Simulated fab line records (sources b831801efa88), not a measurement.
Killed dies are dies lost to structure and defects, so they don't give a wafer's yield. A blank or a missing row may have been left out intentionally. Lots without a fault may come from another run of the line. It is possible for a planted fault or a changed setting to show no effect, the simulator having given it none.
What tool caused it?	flow sky130	45 wafers from 15 lots sampled at 6 of the route's 708 steps

WHAT THE GAUGES READ, wafer by wafer
SKY_NWELL_TW_MEAS_26.
lot	measured	on	NWELL_2_TW
L225	day 5 12:41	filmMetro-03	501.2 500.7 499.6
L226	day 5 15:50	filmMetro-04	499.4 497.9 499.1
L227	day 5 23:29	filmMetro-03	500.0 503.7 503.1
L228	day 6 06:40	filmMetro-04	30.0 30.0 30.1
L229	day 6 21:49	filmMetro-04	30.1 30.0 30.1
L230	day 6 22:54	filmMetro-03	30.1 30.1 30.2
L236	day 8 15:45	filmMetro-04	499.3 498.9 497.9
L237	day 8 20:33	filmMetro-04	500.5 497.5 501.8
L238	day 9 04:55	filmMetro-03	503.8 503.3 501.7
L239	day 9 07:25	filmMetro-04	501.2 501.5 501.2
L241	day 9 15:53	filmMetro-03	498.9 499.6 498.6
L242	day 9 19:21	filmMetro-04	500.5 498.9 500.7
L246	day 10 21:43	filmMetro-04	496.4 496.5 499.0
L247	day 11 06:32	filmMetro-02	501.5 499.3 500.6
L248	day 11 10:08	filmMetro-02	501.7 502.3 502.1

WHICH TOOL RAN EACH LOT (tool, then ch and the chambers of the sampled wafers, then the start)
lot	SKY_FIELD_ISO_ETCH_15	SKY_FIELD_ISO_CMP_27	SKY_DNWELL_STRIP_08	SKY_NWELL_STRIP_14	SKY_NWELL_STRIP_25
L225	rieDiel-02 ch 0,1,2, day 2 06:45	cmp-02 ch 0,1,3, day 2 11:23	plasmaAsher-01 ch 0,1, day 3 07:09	plasmaAsher-02 ch 0,1, day 4 18:53	plasmaAsher-04 ch 0,1, day 5 12:35
L226	rieDiel-04 ch 0,1,2, day 2 12:18	cmp-02 ch 1,2,3, day 2 15:41	plasmaAsher-02 ch 0,1, day 3 11:36	plasmaAsher-02 ch 0,1, day 4 22:26	plasmaAsher-04 ch 0,1, day 5 15:44
L227	rieDiel-03 ch 1,2,3, day 2 16:06	cmp-02 ch 0,1,3, day 2 20:30	plasmaAsher-01 ch 0,1, day 3 17:25	plasmaAsher-04 ch 0,1, day 5 04:49	plasmaAsher-02 ch 0,1, day 5 23:23
L228	rieDiel-03 ch 1,2,3, day 3 00:15	cmp-02 ch 0,1,3, day 3 03:43	plasmaAsher-02 ch 0,1, day 3 23:03	plasmaAsher-02 ch 0,1, day 5 11:14	plasmaAsher-04 ch 0,1, day 6 06:34
L229	rieDiel-03 ch 1,2,3, day 3 06:04	cmp-02 ch 2,3, day 3 13:07	plasmaAsher-02 ch 0,1, day 4 12:02	plasmaAsher-04 ch 0,1, day 6 01:01	plasmaAsher-03 ch 0,1, day 6 21:43
L230	rieDiel-04 ch 2,3, day 3 08:31	cmp-02 ch 1,2,3, day 3 16:17	plasmaAsher-04 ch 0, day 4 12:09	plasmaAsher-04 ch 1, day 6 01:56	plasmaAsher-02 ch 0,1, day 6 22:47
L236	rieDiel-02 ch 0,1,2, day 4 15:03	cmp-01 ch 0,3, day 5 00:28	plasmaAsher-02 ch 1, day 6 00:58	plasmaAsher-02 ch 0, day 7 18:41	plasmaAsher-02 ch 1, day 8 15:38
L237	rieDiel-04 ch 0,1,2, day 4 21:16	cmp-01 ch 1,2,3, day 5 05:01	plasmaAsher-04 ch 0, day 6 03:55	plasmaAsher-02 ch 0, day 7 22:29	plasmaAsher-04 ch 0,1, day 8 20:26
L238	rieDiel-03 ch 1,3, day 5 01:37	cmp-01 ch 0,1,2, day 5 10:52	plasmaAsher-01 ch 0,1, day 6 11:29	plasmaAsher-02 ch 0,1, day 8 07:01	plasmaAsher-04 ch 0,1, day 9 04:50
L239	rieDiel-04 ch 0,1, day 5 05:45	cmp-01 ch 1,2,3, day 5 14:31	plasmaAsher-02 ch 0,1, day 6 13:08	plasmaAsher-02 ch 0,1, day 8 09:14	plasmaAsher-02 ch 0,1, day 9 07:20
L241	rieDiel-03 ch 0,1,2, day 5 18:22	cmp-01 ch 0,1, day 5 22:53	plasmaAsher-04 ch 0,1, day 6 21:15	plasmaAsher-03 ch 0,1, day 8 17:39	plasmaAsher-04 ch 0,1, day 9 15:47
L242	rieDiel-04 ch 0,1, day 5 22:18	cmp-02 ch 0,1,2, day 6 02:47	plasmaAsher-01 ch 0,1, day 7 01:22	plasmaAsher-02 ch 1, day 8 21:05	plasmaAsher-02 ch 0,1, day 9 19:14
L246	rieDiel-03 ch 0,1,3, day 6 20:34	cmp-01 ch 0,2,3, day 7 02:38	plasmaAsher-01 ch 0,1, day 8 02:39	plasmaAsher-03 ch 0,1, day 9 22:34	plasmaAsher-03 ch 0,1, day 10 21:37
L247	rieDiel-02 ch 1,2, day 7 01:45	cmp-02 ch 1,2, day 7 05:30	plasmaAsher-04 ch 0,1, day 8 08:09	plasmaAsher-03 ch 1, day 10 06:07	plasmaAsher-03 ch 0,1, day 11 06:25
L248	rieDiel-02 ch 1,2,3, day 7 08:04	cmp-02 ch 0,2,3, day 7 12:02	plasmaAsher-02 ch 0,1, day 8 12:39	plasmaAsher-02 ch 0,1, day 10 09:44	plasmaAsher-04 ch 0,1, day 11 10:02
- SKY_FIELD_ISO_ETCH_15: etches the open film in CHF3/O2, stops on Si, target depth 180 nm, time 72 s.
- SKY_FIELD_ISO_CMP_27: polishes, stops on Si3N4, t overpolish 16 s, target thk 457.8 nm.
- SKY_DNWELL_STRIP_08: strips in O2/N2.
- SKY_NWELL_STRIP_14: strips in O2/N2.
- SKY_NWELL_STRIP_25: strips in O2/N2.

AS READ BY THE TOOLS THEMSELVES (means over the sampled wafers that have a number; for cases with no such wafer, the mark the record gives instead)
SKY_FIELD_ISO_ETCH_15.
lot	tool	drypumpMotorCurrentA (A)	oesProductAu (a.u.)	throttleValvePct (%)
L225	rieDiel-02	5.5	0.947	8.852
L226	rieDiel-04	5.7	0.948	8.835
L227	rieDiel-03	6.2	0.943	8.839
L228	rieDiel-03	6.2	0.937	8.840
L229	rieDiel-03	6.2	0.944	8.841
L230	rieDiel-04	5.6	0.945	8.846
L236	rieDiel-02	5.5	0.950	8.840
L237	rieDiel-04	5.6	0.941	8.841
L238	rieDiel-03	6.5	0.947	8.842
L239	rieDiel-04	5.5	0.935	8.849
L241	rieDiel-03	5.7	0.951	8.844
L242	rieDiel-04	5.4	0.942	8.847
L246	rieDiel-03	5.9	0.939	8.845
L247	rieDiel-02	5.4	0.937	8.843
L248	rieDiel-02	5.7	0.942	8.850

SKY_FIELD_ISO_CMP_27.
lot	tool	motorCurrentA (A)	overpolishRunS (s)	timeToEndpointS (s)
L225	cmp-02	12.4	16.003	110
L226	cmp-02	11.9	16.003	113
L227	cmp-02	12.4	16.003	112
L228	cmp-02	12.9	16.002	113
L229	cmp-02	11.5	16.001	111
L230	cmp-02	12.0	16.005	116
L236	cmp-01	12.2	16.005	106
L237	cmp-01	12.0	16.001	107
L238	cmp-01	12.1	15.995	106
L239	cmp-01	12.3	15.999	110
L241	cmp-01	12.0	15.998	107
L242	cmp-02	12.4	15.999	111
L246	cmp-01	12.7	16.001	103
L247	cmp-02	11.3	16.004	117
L248	cmp-02	11.9	15.998	115

SKY_DNWELL_STRIP_08.
lot	tool	chamberPressureMTorr (mTorr)	drypumpMotorCurrentA (A)	n2FlowSccm (sccm)	oesProductAu (a.u.)	stripTimeToEndpointS (s)
L225	plasmaAsher-01	1499.8	6.1	300.2	0.726	37.01
L226	plasmaAsher-02	1501.2	6.0	301.1	0.718	36.92
L227	plasmaAsher-01	1500.8	6.1	299.4	0.720	36.96
L228	plasmaAsher-02	1500.0	6.0	300.0	0.722	36.84
L229	plasmaAsher-02	1499.6	5.4	300.3	0.725	36.93
L230	plasmaAsher-04	1499.7	5.8	300.4	0.725	36.94
L236	plasmaAsher-02	1499.8	6.6	300.7	0.716	36.64
L237	plasmaAsher-04	1501.5	5.8	299.5	0.725	36.91
L238	plasmaAsher-01	1500.3	6.3	299.5	0.722	37.12
L239	plasmaAsher-02	1499.8	5.4	298.9	0.722	37.13
L241	plasmaAsher-04	1500.0	5.5	300.3	0.727	36.93
L242	plasmaAsher-01	1499.3	6.1	300.2	0.726	37.03
L246	plasmaAsher-01	1499.6	6.1	299.4	0.726	36.94
L247	plasmaAsher-04	1500.6	5.5	299.6	0.722	36.91
L248	plasmaAsher-02	1499.5	6.1	301.7	0.720	36.99

SKY_NWELL_STRIP_14.
lot	tool	chamberPressureMTorr (mTorr)	drypumpMotorCurrentA (A)	n2FlowSccm (sccm)	oesProductAu (a.u.)	stripTimeToEndpointS (s)
L225	plasmaAsher-02	1499.1	6.0	299.3	0.720	36.89
L226	plasmaAsher-02	1498.2	5.4	301.0	0.727	37.04
L227	plasmaAsher-04	1499.2	5.7	300.1	0.721	36.89
L228	plasmaAsher-02	-	-	-	-	-
L229	plasmaAsher-04	-	-	-	-	-
L230	plasmaAsher-04	-	-	-	-	-
L236	plasmaAsher-02	1499.9	4.8	299.1	0.719	36.87
L237	plasmaAsher-02	1498.9	4.8	299.3	0.725	36.94
L238	plasmaAsher-02	1499.3	6.0	300.1	0.717	36.92
L239	plasmaAsher-02	1499.5	6.0	298.9	0.724	37.03
L241	plasmaAsher-03	1499.4	5.3	299.3	0.722	36.85
L242	plasmaAsher-02	1500.9	6.7	301.6	0.719	36.88
L246	plasmaAsher-03	1499.2	5.3	300.1	0.726	37.09
L247	plasmaAsher-03	1499.6	5.1	301.2	0.723	36.91
L248	plasmaAsher-02	1498.4	6.0	300.4	0.723	37.01

SKY_NWELL_STRIP_25.
lot	tool	chamberPressureMTorr (mTorr)	drypumpMotorCurrentA (A)	n2FlowSccm (sccm)	oesProductAu (a.u.)	stripTimeToEndpointS (s)
L225	plasmaAsher-04	1500.6	5.7	299.8	0.721	36.92
L226	plasmaAsher-04	1499.2	5.5	299.7	0.720	36.94
L227	plasmaAsher-02	1499.9	6.0	300.6	0.722	36.94
L228	plasmaAsher-04	1501.9	5.5	300.4	0.741	81.15
L229	plasmaAsher-03	1500.6	5.5	299.2	0.741	81.14
L230	plasmaAsher-02	1500.6	6.1	299.9	0.742	81.22
L236	plasmaAsher-02	1499.9	6.7	298.8	0.720	37.08
L237	plasmaAsher-04	1500.9	5.5	300.6	0.720	36.91
L238	plasmaAsher-04	1501.2	5.5	300.4	0.721	36.89
L239	plasmaAsher-02	1500.5	6.1	299.2	0.724	36.97
L241	plasmaAsher-04	1499.6	5.7	299.5	0.722	36.96
L242	plasmaAsher-02	1499.3	5.4	299.8	0.724	36.91
L246	plasmaAsher-03	1499.1	5.6	301.0	0.727	36.98
L247	plasmaAsher-03	1499.7	5.3	300.9	0.722	36.88
L248	plasmaAsher-04	1500.2	5.5	299.1	0.717	37.01

THE ANSWER, worked out from the rows above alone
Rule: what is usual is taken from the lots themselves. The widest of any qualifying gaps counts: lots, ordered by their means at a reading, are off when they make up no more than a third of the lots, leave a main group of 4 or more, and stand apart from it by 3 or more times the standard deviation of that group's means. A main group whose means are all the same, to the digits that the tables above print for the reading, isn't used. Also off: a lot with no number at a reading for which 4 or more lots have one. Any other lot the step has rows for is counted as sound. Order of review: gauges by route order, followed by the tools' own readings, for which a lot's mean as printed above is used. The first step at which some lot is off is used, and at that step the reading that is off furthest; a lot without a number counts as furthest.
Off: L228, L229, L230, seen at SKY_NWELL_TW_MEAS_26 (NWELL_2_TW). Main group: mean 500.3, sd 1.6.
A tool fits if, at a process step before that reading, it ran every lot that is off, and no sound lot after the first of them. The gauges at SKY_NWELL_TW_MEAS_26 aren't tried: what is off there is off at SKY_NWELL_STRIP_14 too, on other tools, and a gauge's error can't cause that. None of those tried fits.

WHAT THE SIMULATOR HAD PUT IN
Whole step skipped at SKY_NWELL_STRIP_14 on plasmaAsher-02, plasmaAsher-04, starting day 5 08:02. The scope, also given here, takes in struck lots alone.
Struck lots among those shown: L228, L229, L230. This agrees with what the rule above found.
